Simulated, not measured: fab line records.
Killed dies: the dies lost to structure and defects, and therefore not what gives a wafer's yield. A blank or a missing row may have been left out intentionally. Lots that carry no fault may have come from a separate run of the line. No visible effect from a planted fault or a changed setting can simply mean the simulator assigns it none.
The tool behind it: which one?    flow gf180mcu    Sampling: 15 lots, 45 wafers, 3 of 602 route steps

WHAT EACH GAUGE READ, for each wafer
GF_M2_THK_MEAS_06: measures by xrf. Usual: for M2_ALCU_THK the level is 449 nm and the standard deviation is 5.3.
lot   measured      on             M2_ALCU_THK (nm)  flag
L526  day 18 11:28  film_metro-01  451 449 452       
L527  day 19 01:13  film_metro-03  457 447 453       
L528  day 19 13:32  film_metro-03  450 452 450       
L529  day 20 02:55  film_metro-03  448 444 444       
L530  day 20 04:40  film_metro-02  443 446 444       
L531  day 20 08:38  film_metro-03  451 451 451       
L532  day 20 20:06  film_metro-02  446 445 453       
L540  day 23 09:49  film_metro-03  445 449 454       
L541  day 23 20:22  film_metro-02  443 434 439       
L542  day 24 07:05  film_metro-02  439 438 439       
L543  day 24 12:41  film_metro-03  452 453 448       
L544  day 24 14:11  film_metro-02  450 449 449       
L546  day 25 09:27  film_metro-03  449 451 457       
L547  day 25 10:28  film_metro-03  447 445 448       
L549  day 25 16:25  film_metro-03  459 456 455       

GF_V2_THK_MEAS_01. Usual: for V2_CVD_00_THK the level is 600 nm and the standard deviation is 6.5.
lot   measured      on             V2_CVD_00_THK (nm)  flag
L526  day 19 12:15  film_metro-04  601 606 590         
L527  day 20 02:12  film_metro-02  594 595 593         
L528  day 20 14:32  film_metro-04  608 599 584         
L529  day 21 03:27  film_metro-01  590 609 593         
L530  day 21 04:59  film_metro-04  606 602 594         
L531  day 21 09:36  film_metro-04  596 605 604         
L532  day 21 20:21  film_metro-01  602 597 590         
L540  day 24 08:45  film_metro-04  587 602 595         
L541  day 24 18:20  film_metro-01  602 591 593         
L542  day 25 05:59  film_metro-01  601 595 592         
L543  day 25 11:43  film_metro-01  604 599 597         
L544  day 25 13:33  film_metro-01  609 602 608         
L546  day 26 07:37  film_metro-02  598 598 610         
L547  day 26 09:14  film_metro-02  592 586 600         
L549  day 26 13:44  film_metro-02  595 604 603         

WHICH TOOL RAN EACH LOT (tool, then ch and the chambers of the sampled wafers, then the start)
lot   GF_M2_SPUTTER_00
L526  pvd_sputter-02, day 18 11:07
L527  pvd_sputter-04, day 19 00:52
L528  pvd_sputter-02, day 19 13:11
L529  pvd_sputter-04, day 20 02:35
L530  pvd_sputter-02, day 20 04:19
L531  pvd_sputter-03, day 20 08:18
L532  pvd_sputter-03, day 20 19:44
L540  pvd_sputter-04, day 23 09:28
L541  pvd_sputter-02, day 23 20:01
L542  pvd_sputter-02, day 24 06:43
L543  pvd_sputter-02, day 24 12:20
L544  pvd_sputter-04, day 24 13:50
L546  pvd_sputter-03, day 25 09:07
L547  pvd_sputter-02, day 25 10:06
L549  pvd_sputter-03, day 25 16:03
- GF_M2_SPUTTER_00: material Ti, target thk 37.5 nm, time 150 s.

WHAT THE TOOLS THEMSELVES READ (means of the sampled wafers that have a number; where no wafer has one, the mark that the record gives instead)
GF_M2_SPUTTER_00. Usual: throttle_valve_pct at 30.1 %, with a standard deviation of 1.3.
lot   tool            throttle_valve_pct (%)  flag
L526  pvd_sputter-02  31.3                    
L527  pvd_sputter-04  29.2                    
L528  pvd_sputter-02  31.2                    
L529  pvd_sputter-04  29.1                    
L530  pvd_sputter-02  30.9                    
L531  pvd_sputter-03  29.7                    
L532  pvd_sputter-03  29.1                    
L540  pvd_sputter-04  29.0                    
L541  pvd_sputter-02  30.9                    
L542  pvd_sputter-02  31.8                    
L543  pvd_sputter-02  31.6                    
L544  pvd_sputter-04  29.1                    
L546  pvd_sputter-03  29.6                    
L547  pvd_sputter-02  31.9                    
L549  pvd_sputter-03  29.5                    

THE ANSWER, worked out from the rows above alone
Rule: a lot is off if the mean of its wafers that have a number lies more than 3 standard deviations from the usual mean. Also off: a lot with no number at a reading for which 4 or more lots have one. The other lots that the step has rows for count as sound. Order of review: gauges by route order, followed by the tools' own readings, for which a lot's mean as printed above is used. The first step at which some lot is off is used, and at that step the reading that is off furthest; a lot without a number counts as furthest.
Nothing can be told from this: no lot is off at any reading shown.

WHAT THE SIMULATOR HAD PUT IN
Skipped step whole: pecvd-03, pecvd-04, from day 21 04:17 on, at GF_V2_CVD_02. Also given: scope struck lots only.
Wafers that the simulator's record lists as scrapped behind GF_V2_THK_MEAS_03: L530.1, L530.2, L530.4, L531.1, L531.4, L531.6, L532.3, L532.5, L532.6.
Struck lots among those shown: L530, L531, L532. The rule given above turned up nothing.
